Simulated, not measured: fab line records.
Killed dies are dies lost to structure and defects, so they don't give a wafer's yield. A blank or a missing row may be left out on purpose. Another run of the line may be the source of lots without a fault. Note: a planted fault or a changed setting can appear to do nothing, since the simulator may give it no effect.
Matching of chambers    flow sky130    SKY_PASSIVATION_CVD_02 on pecvd-04: 3 sister chambers
The step deposits Si3N4, target thk 540 nm. 3 wafers are shown with their chamber, then 7 later ones without.

## WAFERS, EACH WITH ITS CHAMBER
wafer   chamber  heater power w (W)
L081.5  2        816
L085.1  0        759
L085.4  1        838

## WAFERS WITH NO CHAMBER GIVEN
wafer   heater power w (W)
L085.5  719
L087.1  719
L087.2  792
L087.3  690
L091.1  829
L091.2  763
L091.4  607

## WHICH CHAMBER EACH ONE RAN IN
wafer   from the rows above           in truth
L085.5  can't be placed: 0 or 2 or 1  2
L087.1  can't be placed: 0 or 2 or 1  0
L087.2  can't be placed: 2 or 0 or 1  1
L087.3  can't be placed: 0 or 2 or 1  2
L091.1  can't be placed: 1 or 2 or 0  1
L091.2  can't be placed: 0 or 2 or 1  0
L091.4  can't be placed: 0 or 2 or 1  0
Placed correctly: 0 of 7. From these rows, 7 cannot be placed; in 7 the true chamber is one of the candidates. Placed wrongly: 0.
How it was worked out, from the rows above alone: a wafer's distance from a chamber is the root of the sum, over the readings, of the square of ((its reading less the chamber's mean) divided by the reading's scatter). The wafer belongs to the nearest chamber; if the next one is less than 2 further off, it can't be placed. Each chamber's mean is taken over the wafers shown for it. The scatter: with one shown wafer a chamber, the root of the mean of the squares of how far each hidden wafer lies from its nearest shown one.
